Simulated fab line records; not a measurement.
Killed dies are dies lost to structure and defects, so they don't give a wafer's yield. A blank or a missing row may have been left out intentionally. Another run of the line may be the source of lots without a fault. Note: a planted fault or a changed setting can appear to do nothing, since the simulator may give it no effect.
Lot-split experiment ; flow gf180mcu ; on a route of 602 steps: 5 lots, 23 wafers read

## THE SPLIT
At GF_SAB_DEVELOP_08 (develop time 60 s), the setting develop-time-s was moved away from the recipe's 60 s on 8 of the 23 wafers read, by +5.2% to +13.0%. This setting was run at the recipe's value on the other wafers.

Split to reading: the file shows no intervening step.

## THE READING
cd-nm at GF_SAB_CD_MEAS_09, given in nm (cd target 420 nm). On this fab line, fault-free wafers typically give 420.6 nm with a standard deviation of 2.5 nm.

wafer;tool, chamber at the split;develop-time-s as run, s;against the recipe;cd-nm, nm;against lot-mates on the recipe
L076.2;litho-track-02, 0;60;recipe;422.0;-
L076.3;litho-track-02, 0;60;recipe;421.2;-
L076.4;litho-track-02, 0;63.11;+5.2%;415.4;-5.7
L076.5;litho-track-02, 0;60;recipe;420.1;-
L076.6;litho-track-02, 0;63.11;+5.2%;415.4;-5.7
L079.2;litho-track-03, 0;60;recipe;421.1;-
L079.3;litho-track-03, 0;60;recipe;421.8;-
L079.6;litho-track-03, 0;60;recipe;423.8;-
L082.2;litho-track-02, 0;67.79;+13.0%;405.4;-10.1
L082.3;litho-track-02, 0;60;recipe;416.0;-
L082.4;litho-track-02, 0;60;recipe;415.0;-
L082.5;litho-track-02, 0;67.79;+13.0%;405.1;-10.4
L082.6;litho-track-02, 0;67.79;+13.0%;404.0;-11.5
L083.1;litho-track-03, 0;60;recipe;422.2;-
L083.3;litho-track-03, 0;60;recipe;419.7;-
L083.4;litho-track-03, 0;60;recipe;421.1;-
L083.5;litho-track-03, 0;60;recipe;420.2;-
L083.6;litho-track-03, 0;60;recipe;421.6;-
L084.1;litho-track-03, 0;60;recipe;423.1;-
L084.3;litho-track-03, 0;63.31;+5.5%;416.9;-6.5
L084.4;litho-track-03, 0;60;recipe;423.6;-
L084.5;litho-track-03, 0;63.31;+5.5%;420.8;-2.6
L084.6;litho-track-03, 0;63.31;+5.5%;416.6;-6.8

FIT RESULTS
A straight line over all 23 wafers: cd-nm changes by -1.15 nm for each +1% of develop-time-s; r = -0.90; the points scatter about the line by 2.6 nm.
The same after taking each lot's own level away (the mean of its wafers on the recipe; 23 wafers): -0.848 nm for each +1%; r = -0.96; scatter 1.1 nm.
On that fit, the largest move of develop-time-s shifts the reading by 11 nm.
Across the lots, their own levels run from 415.50 to 423.35 nm, a range of 3.1 times the standard deviation given above.
Thus the slope moves with the lot-to-lot level: the two fits are different.
Check: with one of the wafers moved furthest among these (+13.0%) left out of the fit, the line predicts -11.5 nm for it against its lot-mates. It came out at -10.1 nm against them.

## OTHER SPLITS ON THESE WAFERS
Other splits were also applied to these wafers ahead of the reading. Each is held against what the fit with the lots' levels taken away leaves over:
other split on the same wafers;wafers away from the commonest value;r with cd-nm (lot level and that fit taken away)
GF_PSD_EXPOSE_04 dose-mj;8;-0.25
GF_PSD_IMPLANT_09 energy-kev;4;-0.09

## THE WHOLE CHAIN: every reading that the file lists as answering this split, in the file's order
step;what it does;reading;change (the file's fit);r (the file's)
GF_SAB_CD_MEAS_09;target cd 420 nm;cd-nm;-0.873 nm for each +1% of the setting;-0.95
GF_SAB_ETCH_11;etches SiO2 in C4F8/O2/Ar, target depth 55 nm, time 8.5 s;SAB.cd-nm (the simulator's own value, which no gauge read);-0.835 nm for each +1% of the setting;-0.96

## FILE'S OWN FIT
cd-nm changes by -0.873 nm for each +1% of develop-time-s, r = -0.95.
